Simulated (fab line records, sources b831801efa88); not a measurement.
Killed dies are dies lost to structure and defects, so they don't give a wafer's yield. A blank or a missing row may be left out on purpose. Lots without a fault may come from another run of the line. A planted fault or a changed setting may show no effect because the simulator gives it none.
Which tool did it? | flow sky130 | 11 lots, 33 wafers sampled, at 5 steps of a route of 708

WHAT THE GAUGES READ, wafer by wafer
SKY_FIELD_ISO_THK_MEAS_23.
lot  | measured    | on            | FIELD_ISO_OXIDATION_01_THK (nm)
L338 | day 2 14:17 | film_metro-02 | 10.18 10.10 10.25
L339 | day 2 17:35 | film_metro-01 | 9.99 10.06 9.89
L341 | day 3 06:39 | film_metro-02 | 9.74 9.81 9.87
L344 | day 3 22:06 | film_metro-02 | 10.14 10.05 10.00
L345 | day 4 00:40 | film_metro-02 | 10.13 10.23 10.26
L347 | day 4 10:38 | film_metro-04 | 9.71 9.68 9.83
L348 | day 4 18:50 | film_metro-01 | 9.91 9.78 9.88
L349 | day 4 23:50 | film_metro-04 | 9.63 9.72 9.63
L351 | day 5 08:51 | film_metro-01 | 9.61 9.67 9.65
L357 | day 6 15:45 | film_metro-04 | 16.51 16.63 16.46 16.43 16.57 16.54
L358 | day 6 21:52 | film_metro-01 | 16.69 16.57 16.67 16.67 16.58 16.62

SKY_VT_ADJUST_HVTR_CD_MEAS_07: target cd 380 nm.
lot  | measured     | on        | cd_nm (nm)
L338 | day 9 20:27  | cd_sem-01 | 381.0 380.4 380.1
L339 | day 10 04:16 | cd_sem-01 | 381.1 379.1 379.0
L341 | day 10 17:54 | cd_sem-02 | 379.2 382.4 379.7
L344 | day 11 21:15 | cd_sem-02 | 379.4 376.1 377.9
L345 | day 11 22:13 | cd_sem-02 | 377.2 376.9 375.4
L347 | day 12 12:02 | cd_sem-02 | 380.7 379.1 382.8
L348 | day 13 00:31 | cd_sem-02 | 380.4 381.7 379.4
L349 | day 13 07:17 | cd_sem-01 | 381.1 383.1 382.0
L351 | day 13 20:09 | cd_sem-01 | 379.1 380.4 383.3
L357 | day 15 13:19 | cd_sem-01 | 383.5 382.6 385.4
L358 | day 16 00:47 | cd_sem-02 | 390.1 385.0 385.9

SKY_VT_ADJUST_PCH_TW_MEAS_10.
lot  | measured     | on            | VT_ADJUST_PCH_TW
L338 | day 10 20:40 | film_metro-03 | 142.5 141.9 142.0
L339 | day 11 03:36 | film_metro-02 | 145.3 145.1 144.6
L341 | day 11 17:55 | film_metro-03 | 140.9 140.9 141.2
L344 | day 12 21:50 | film_metro-03 | 142.4 141.4 141.4
L345 | day 12 22:01 | film_metro-03 | 141.8 140.8 141.6
L347 | day 13 13:37 | film_metro-03 | 141.8 141.3 142.9
L348 | day 14 02:16 | film_metro-01 | 141.7 142.4 142.6
L349 | day 14 08:01 | film_metro-02 | 143.9 144.4 144.7
L351 | day 14 21:23 | film_metro-01 | 142.3 142.1 142.3
L357 | day 16 17:10 | film_metro-02 | 142.9 143.8 143.1
L358 | day 17 05:39 | film_metro-01 | 141.7 141.5 141.7

WHICH TOOL RAN EACH LOT (tool, then ch and the chambers of the sampled wafers, then the start)
lot  | SKY_FIELD_ISO_ETCH_17           | SKY_FIELD_ISO_OXIDATION_22
L338 | rie_si-02 ch 0,2,3, day 2 12:44 | furnace-01 ch 0, day 2 13:06
L339 | rie_si-01 ch 0,1,3, day 2 15:33 | furnace-02 ch 0, day 2 16:25
L341 | rie_si-02 ch 0,1,2, day 3 05:08 | furnace-01 ch 0, day 3 05:28
L344 | rie_si-01 ch 0,2,3, day 3 17:35 | furnace-02 ch 0, day 3 20:55
L345 | rie_si-01 ch 2, day 3 21:35     | furnace-02 ch 0, day 3 23:29
L347 | rie_si-02 ch 0,1,2, day 4 09:05 | furnace-01 ch 0, day 4 09:26
L348 | rie_si-02 ch 0,3, day 4 17:18   | furnace-01 ch 0, day 4 17:38
L349 | rie_si-01 ch 1,3, day 4 20:56   | furnace-02 ch 0, day 4 22:40
L351 | rie_si-01 ch 0,1,3, day 5 07:15 | furnace-02 ch 0, day 5 07:39
L357 | rie_si-02 ch 1,2,3, day 6 14:06 | furnace-02 ch 0, day 6 14:34
L358 | rie_si-02 ch 2,3, day 6 19:02   | furnace-02 ch 0, day 6 20:41
- SKY_FIELD_ISO_ETCH_17: etches Si in HBr/Cl2/O2, target depth 342 nm, time 97.7 s.
- SKY_FIELD_ISO_OXIDATION_22: stabilise 600 s, purge 300 s, target thk 10 nm.

WHAT THE TOOLS THEMSELVES READ (means of the sampled wafers that have a number; where no wafer has one, the mark that the record gives instead)
SKY_FIELD_ISO_ETCH_17.
lot  | tool      | O2_flow_sccm (sccm) | drypump_motor_current_A (A) | oes_product_au (a.u.) | throttle_valve_pct (%)
L338 | rie_si-02 | 6.002               | 5.6                         | 0.991                 | 25.663
L339 | rie_si-01 | 6.011               | 5.5                         | 0.996                 | 25.663
L341 | rie_si-02 | 5.998               | 5.6                         | 1.001                 | 25.654
L344 | rie_si-01 | 6.009               | 5.2                         | 0.991                 | 25.659
L345 | rie_si-01 | 6.000               | 5.6                         | 0.989                 | 25.672
L347 | rie_si-02 | 5.991               | 5.6                         | 1.005                 | 25.656
L348 | rie_si-02 | 5.981               | 5.9                         | 0.979                 | 25.668
L349 | rie_si-01 | 5.982               | 5.4                         | 0.999                 | 25.650
L351 | rie_si-01 | 5.986               | 5.4                         | 0.997                 | 25.658
L357 | rie_si-02 | 6.003               | 5.6                         | 1.006                 | 25.650
L358 | rie_si-02 | 5.992               | 5.4                         | 1.003                 | 25.660

SKY_FIELD_ISO_OXIDATION_22.
lot  | tool       | spike_tc_bottom_C (C) | spike_tc_centre_C (C) | spike_tc_lower_C (C) | spike_tc_top_C (C) | spike_tc_upper_C (C) | tube_center_temp_C (C) | tube_center_temp_C_max | zone_power_lower_pct (%) | zone_power_top_pct (%)
L338 | furnace-01 | 965.5                 | 950.6                 | 949.8                | 963.9              | 948.7                | 950.01                 | 952.6                  | 19.0                     | 36.3
L339 | furnace-02 | 965.0                 | 950.3                 | 950.6                | 961.5              | 948.7                | 950.10                 | 952.5                  | 20.5                     | 37.2
L341 | furnace-01 | 965.8                 | 950.9                 | 949.6                | 963.2              | 949.4                | 950.03                 | 952.4                  | 18.9                     | 36.4
L344 | furnace-02 | 965.7                 | 951.4                 | 950.9                | 962.3              | 949.3                | 949.98                 | 953.1                  | 20.8                     | 37.0
L345 | furnace-02 | 966.4                 | 949.5                 | 950.9                | 961.8              | 949.8                | 950.07                 | 952.6                  | 20.7                     | 37.1
L347 | furnace-01 | 966.4                 | 950.6                 | 949.6                | 963.8              | 948.9                | 949.86                 | 952.4                  | 18.8                     | 36.6
L348 | furnace-01 | 966.2                 | 950.5                 | 950.2                | 962.1              | 949.0                | 950.03                 | 952.5                  | 19.0                     | 36.5
L349 | furnace-02 | 964.9                 | 950.7                 | 951.1                | 962.1              | 949.5                | 950.03                 | 952.3                  | 20.5                     | 37.1
L351 | furnace-02 | 965.5                 | 951.1                 | 950.3                | 961.1              | 949.0                | 949.98                 | 952.3                  | 20.5                     | 37.3
L357 | furnace-02 | 1009.0                | 993.0                 | 992.6                | 1004.9             | 990.6                | 992.99                 | 995.2                  | 22.6                     | 40.1
L358 | furnace-02 | 1007.1                | 993.9                 | 994.0                | 1004.3             | 992.4                | 992.99                 | 995.4                  | 22.7                     | 40.3

THE ANSWER, worked out from the rows above alone
Rule: what is usual is taken from the lots themselves. Put in order of their means at a reading, lots are off if they are a third of the lots or fewer, leave a main group of 4 or more, and stand apart from it by a gap of 3 or more times the standard deviation of the main group's means; of several such gaps the widest counts. A main group whose means are all the same, to the digits that the tables above print for the reading, isn't used. A lot without any number at a reading at which 4 lots or more have one is off too. The other lots that the step has rows for count as sound. The gauges are gone through in route order, then the tools' own readings, and for those a lot's mean is taken as printed above. The first step at which some lot is off is used, and at that step the reading that is off furthest; a lot without a number counts as furthest.
Off: L357, L358, at SKY_FIELD_ISO_THK_MEAS_23 (FIELD_ISO_OXIDATION_01_THK). The main group: mean 9.90 nm, standard deviation 0.2.
A tool fits if, at a process step before that reading, it ran every lot that is off, and no sound lot after the first of them. The gauges at SKY_FIELD_ISO_THK_MEAS_23 aren't tried: what is off there is off at SKY_FIELD_ISO_OXIDATION_22 too, on other tools, and a gauge's error can't cause that. Can't be told from this: 2 tools fit, rie_si-02 at SKY_FIELD_ISO_ETCH_17, furnace-02 at SKY_FIELD_ISO_OXIDATION_22.

WHAT THE SIMULATOR HAD PUT IN
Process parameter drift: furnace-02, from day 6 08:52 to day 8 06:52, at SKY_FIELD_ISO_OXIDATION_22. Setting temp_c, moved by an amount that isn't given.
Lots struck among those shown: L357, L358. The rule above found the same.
